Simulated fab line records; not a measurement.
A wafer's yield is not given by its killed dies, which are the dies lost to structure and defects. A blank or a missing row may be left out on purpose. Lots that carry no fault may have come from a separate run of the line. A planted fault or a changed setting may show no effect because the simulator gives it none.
A single fault, viewed from 2 desks || flow gf180mcu || numbers are kept per desk, each desk with only its own; the story behind them comes last

== FROM THE METROLOGY DESK ==
What the gauges read for every lot (on any tool): the sampled wafers with a number, averaged. If a lot's mean is further than 4 standard deviations from the usual mean, the lot is out of limits and carries the mark OUT (the distance appears in the brackets).
Columns: A = STI_OXIDATION_02_THK at GF_STI_THK_MEAS_30, usual 10.03 nm
{"lot": "L746", "first seen here": "day 2 06:43", "A": 9.80}
{"lot": "L747", "first seen here": "day 2 10:26", "A": 10.35}
{"lot": "L748", "first seen here": "day 2 15:49", "A": 9.73}
{"lot": "L749", "first seen here": "day 2 22:07", "A": 10.01}
{"lot": "L750", "first seen here": "day 3 02:49", "A": 9.80}
{"lot": "L751", "first seen here": "day 3 06:32", "A": 9.95}
{"lot": "L752", "first seen here": "day 3 12:52", "A": 9.84}
{"lot": "L755", "first seen here": "day 4 05:27", "A": 10.30}
{"lot": "L759", "first seen here": "day 5 00:27", "A": 9.90}
{"lot": "L764", "first seen here": "day 6 02:59", "A": 10.15}
{"lot": "L765", "first seen here": "day 6 08:42", "A": 10.15}
{"lot": "L766", "first seen here": "day 6 14:11", "A": 10.15}
{"lot": "L768", "first seen here": "day 7 05:22", "A": 9.98}
This desk found nothing out of limits on any of the 13 lots.

== AT THE TOOL OWNER'S DESK: implanter-04 ==
For each lot that ran on this tool, the mean over its sampled wafers that have a number, from the tool's own readings at GF_PSD_IMPLANT_09. If a lot's mean is further than 4 standard deviations from the usual mean, the lot is out of limits and carries the mark OUT (the distance appears in the brackets).
Columns: A = faraday current uA at GF_PSD_IMPLANT_09, usual 8231
{"lot": "L752", "first seen here": "day 16 05:16", "A": 8204}
{"lot": "L755", "first seen here": "day 17 06:14", "A": 8133}
{"lot": "L759", "first seen here": "day 18 21:29", "A": 8361}
{"lot": "L768", "first seen here": "day 22 08:11", "A": 8174}
This desk found nothing out of limits on any of the 4 lots.

== BROUGHT TOGETHER ==
Nothing out of limits was seen by the metrology desk.
Nothing out of limits was seen by the tool owner's desk.

== WHAT THE SIMULATOR HAD PUT IN ==
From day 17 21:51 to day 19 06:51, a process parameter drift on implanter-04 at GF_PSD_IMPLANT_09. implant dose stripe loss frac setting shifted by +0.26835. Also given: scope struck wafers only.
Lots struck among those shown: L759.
